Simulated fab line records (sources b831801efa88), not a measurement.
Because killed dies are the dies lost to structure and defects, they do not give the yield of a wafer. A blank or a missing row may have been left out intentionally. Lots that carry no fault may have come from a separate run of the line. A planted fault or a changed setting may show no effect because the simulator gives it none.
8D (eight disciplines) problem report, filled in by code | flow sky130 | the parts of the form that need people (team, actions taken, sign-off) are left out

## 1. THE PROBLEM
Wafers free of any fault read 0.2871 ohm/sq (standard deviation 0.0026) for LI_CONTACT_W_RS at SKY_LI_CONTACT_RS_MEAS_22, against a mean of 0.2685 ohm/sq on 4 wafers of 3 lots. Relative to the usual mean, that is a shift of -7.2 standard deviations.
The step: measures by four-point-probe.
Seen first at day 33 15:36 on film metro-03, wafer L205.5. The record has a number at this step for 34 wafers belonging to 12 lots. By rule, "out" or "out of limits" means more than 4 standard deviations away from the usual mean. The rest of the wafers with a number are treated as sound.

## 2. WHAT IT IS; WHAT IT IS NOT
question                    | is                             | is not
which readings at this step | LI_CONTACT_W_RS                | -
which lots                  | L205, L206, L207               | L193, L194, L195, L196, L197, L200, L202, L203, L214
which wafers of those lots  | L205.5, L206.5, L207.1, L207.5 | L205.3, L205.6, L206.6
read on which gauges        | film metro-01, film metro-03   | film metro-04
when                        | from day 33 15:36              | up to then (26 sound wafers); but 4 sound wafers of L206, L214 came after

## 3. WHAT RULES OUT EACH SUSPECT
Counting: if a tool at a process step up to the reading ran every lot that is out, it stays a suspect. Sound lots after the first of them don't rule it out here, since some wafers of a struck lot are sound.
- the gauge at SKY_LI_CONTACT_RS_MEAS_22 has been ruled out. Those wafers that are out were read across 2 gauges (film metro-01, film metro-03).
- cvd w-01 at SKY_LI_CONTACT_CVD_21 (deposits W, target thk 400 nm, time 120.56 s): kept. It ran every lot that is out, first L205 (day 33 15:29); its last sound lot up to then is L203 (day 33 02:22).
Left after counting: cvd w-01 at SKY_LI_CONTACT_CVD_21.

## 4. THE CAUSE (what the simulator had put in)
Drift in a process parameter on cvd w-01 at SKY_LI_CONTACT_CVD_21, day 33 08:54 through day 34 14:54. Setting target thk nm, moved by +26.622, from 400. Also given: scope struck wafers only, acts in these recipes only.
Counting left only this tool.

## 5. THE CHAIN OF EFFECTS, in route order
Rows list readings where the struck wafers' mean (over those with a number) sits beyond 3 standard deviations from the usual. Only readings whose record carries a usual standard deviation are examined. hours: median over the lots of the time between each lot's start at the first step of this table that gives one and its start at this step. sigmas: the change, counted in usual standard deviations.
hours | step                       | reading          | usual         | on struck wafers | change  | sigmas
0     | SKY_LI_CONTACT_RS_MEAS_22  | LI_CONTACT_W_RS  | 0.2871 ohm/sq | 0.2685           | -0.0186 | -7.2
4     | SKY_LI_CONTACT_THK_MEAS_23 | LI_CONTACT_W_THK | 403 nm        | 426              | +24     | +3.8
Later measuring or inspecting steps at which every struck wafer that the step has a row for has a number for every such reading, and none has moved that far: SKY_LOCAL_INTERCONNECT_CD_MEAS_11.

## 6. WHAT WOULD HAVE CAUGHT IT SOONER
7 hours passed between the start of the fault at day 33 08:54 and the first reading out of limits at a measuring or inspecting step in this record, taken at day 33 15:36.
No tool reading at SKY_LI_CONTACT_CVD_21 that has a usual standard deviation in the record was out on any struck wafer, so an alarm limit of 4 standard deviations on those readings would not have fired.
Among the 3 lots that are out, L206, L207 began SKY_LI_CONTACT_CVD_21 on cvd w-01 after day 33 15:36. A hold on the tool at that time would have spared those 2.
